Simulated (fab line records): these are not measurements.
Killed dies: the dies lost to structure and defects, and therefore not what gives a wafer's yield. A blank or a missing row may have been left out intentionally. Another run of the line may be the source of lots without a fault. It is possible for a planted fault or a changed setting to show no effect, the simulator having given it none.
Which of the tools did it? || flow gf180mcu || 11 lots with 33 wafers sampled at 4 steps, on a route of 602 steps

== WHAT THE GAUGES READ, wafer by wafer ==
GF_V1_THK_MEAS_03.
{"lot": "L731", "measured": "day 17 03:25", "on": "filmMetro-02", "V1_CVD_02_THK (nm)": "830 838 846"}
{"lot": "L734", "measured": "day 17 23:30", "on": "filmMetro-02", "V1_CVD_02_THK (nm)": "836 836 849"}
{"lot": "L738", "measured": "day 19 11:02", "on": "filmMetro-03", "V1_CVD_02_THK (nm)": "847 850 835"}
{"lot": "L739", "measured": "day 20 02:58", "on": "filmMetro-04", "V1_CVD_02_THK (nm)": "839 842 863"}
{"lot": "L740", "measured": "day 20 20:22", "on": "filmMetro-03", "V1_CVD_02_THK (nm)": "848 852 836"}
{"lot": "L743", "measured": "day 21 14:34", "on": "filmMetro-04", "V1_CVD_02_THK (nm)": "843 839 846"}
{"lot": "L744", "measured": "day 22 01:59", "on": "filmMetro-03", "V1_CVD_02_THK (nm)": "839 839 843"}
{"lot": "L746", "measured": "day 22 21:55", "on": "filmMetro-02", "V1_CVD_02_THK (nm)": "839 842 849"}
{"lot": "L748", "measured": "day 23 07:30", "on": "filmMetro-03", "V1_CVD_02_THK (nm)": "847 858 845"}
{"lot": "L747", "measured": "day 23 10:08", "on": "filmMetro-02", "V1_CVD_02_THK (nm)": "988 837 986"}
{"lot": "L749", "measured": "day 23 17:16", "on": "filmMetro-04", "V1_CVD_02_THK (nm)": "963 828 836"}

== WHAT TOOL EACH LOT RAN ON (gives the tool, then ch and the chambers of the sampled wafers, and finally the start) ==
{"lot": "L731", "GF_CONTACT_ETCH_17": "rieDiel-03 ch 0,1,2, day 16 04:31 or earlier", "GF_M1_SPUTTER_03": "pvdSputter-01, day 16 04:31", "GF_V1_CVD_02": "pecvd-02 ch 0,1,2, day 17 03:21"}
{"lot": "L734", "GF_CONTACT_ETCH_17": "rieDiel-03 ch 0,1,3, day 16 22:58 or earlier", "GF_M1_SPUTTER_03": "pvdSputter-03, day 16 22:58", "GF_V1_CVD_02": "pecvd-02 ch 1,2, day 17 23:26"}
{"lot": "L738", "GF_CONTACT_ETCH_17": "rieDiel-03 ch 0,1,2, day 18 10:03 or earlier", "GF_M1_SPUTTER_03": "pvdSputter-02, day 18 10:03", "GF_V1_CVD_02": "pecvd-02 ch 0,1,2, day 19 10:59"}
{"lot": "L739", "GF_CONTACT_ETCH_17": "rieDiel-02 ch 0,1,2, day 19 01:31 or earlier", "GF_M1_SPUTTER_03": "pvdSputter-03, day 19 01:31", "GF_V1_CVD_02": "pecvd-04 ch 1,2, day 20 02:53"}
{"lot": "L740", "GF_CONTACT_ETCH_17": "rieDiel-01 ch 0,1, day 19 19:38 or earlier", "GF_M1_SPUTTER_03": "pvdSputter-01, day 19 19:38", "GF_V1_CVD_02": "pecvd-02 ch 0,1,2, day 20 20:17"}
{"lot": "L743", "GF_CONTACT_ETCH_17": "rieDiel-03 ch 1,3, day 20 13:56 or earlier", "GF_M1_SPUTTER_03": "pvdSputter-03, day 20 13:56", "GF_V1_CVD_02": "pecvd-02 ch 0,1,2, day 21 14:30"}
{"lot": "L744", "GF_CONTACT_ETCH_17": "rieDiel-01 ch 0,1,3, day 21 01:10 or earlier", "GF_M1_SPUTTER_03": "pvdSputter-01, day 21 01:10", "GF_V1_CVD_02": "pecvd-02 ch 0,1,2, day 22 01:55"}
{"lot": "L746", "GF_CONTACT_ETCH_17": "rieDiel-03 ch 0,1,2, day 21 20:56 or earlier", "GF_M1_SPUTTER_03": "pvdSputter-03, day 21 20:56", "GF_V1_CVD_02": "pecvd-04 ch 0,1,2, day 22 21:51"}
{"lot": "L748", "GF_CONTACT_ETCH_17": "rieDiel-01 ch 0,1,3, day 22 07:26 or earlier", "GF_M1_SPUTTER_03": "pvdSputter-01, day 22 07:26", "GF_V1_CVD_02": "pecvd-01 ch 0,2, day 23 07:25"}
{"lot": "L747", "GF_CONTACT_ETCH_17": "rieDiel-01 ch 1,2, day 22 10:34 or earlier", "GF_M1_SPUTTER_03": "pvdSputter-02, day 22 10:34", "GF_V1_CVD_02": "pecvd-02 ch 0,1,2, day 23 10:04"}
{"lot": "L749", "GF_CONTACT_ETCH_17": "rieDiel-01 ch 0,1,3, day 22 17:25 or earlier", "GF_M1_SPUTTER_03": "pvdSputter-02, day 22 17:25", "GF_V1_CVD_02": "pecvd-02 ch 0,1,2, day 23 17:11"}
- GF_CONTACT_ETCH_17: etches SiO2 in C4F8/O2/Ar, stops on CoSi2, target depth 860 nm.
- GF_M1_SPUTTER_03: material Ti, target thk 10 nm, time 6.7 s.
- GF_V1_CVD_02: deposits SiO2 from TEOS, target thk 850 nm, time 94.851 s.

== THE ANSWER, worked out from the rows above alone ==
Rule: the lots themselves supply what counts as usual. Put in order of their means at a reading, lots are off if they are a third of the lots or fewer, leave a main group of 4 or more, and stand apart from it by a gap of 3 or more times the standard deviation of the main group's means; of several such gaps the widest counts. A main group is skipped when, at the precision printed for the reading in the tables above, its means are all equal. A lot without any number at a reading at which 4 lots or more have one is off too. Where the step has rows for the other lots, those lots are counted as sound.
Off: L747, L749, seen at GF_V1_THK_MEAS_03 (V1_CVD_02_THK). The main group has a mean of 844 nm with a standard deviation of 3.6.
If a tool, at a process step before that reading, ran all the lots that are off and no sound lot after the first of them, it fits. The gauges at GF_V1_THK_MEAS_03 are tried like those tools. Because GF_CONTACT_ETCH_17 lacks a start for some lots, the hours and order of its lots are taken from GF_M1_SPUTTER_03. Can't be told from this: 3 tools fit, rieDiel-01 at GF_CONTACT_ETCH_17, pvdSputter-02 at GF_M1_SPUTTER_03, pecvd-02 at GF_V1_CVD_02.

== WHAT WAS PUT IN BY THE SIMULATOR ==
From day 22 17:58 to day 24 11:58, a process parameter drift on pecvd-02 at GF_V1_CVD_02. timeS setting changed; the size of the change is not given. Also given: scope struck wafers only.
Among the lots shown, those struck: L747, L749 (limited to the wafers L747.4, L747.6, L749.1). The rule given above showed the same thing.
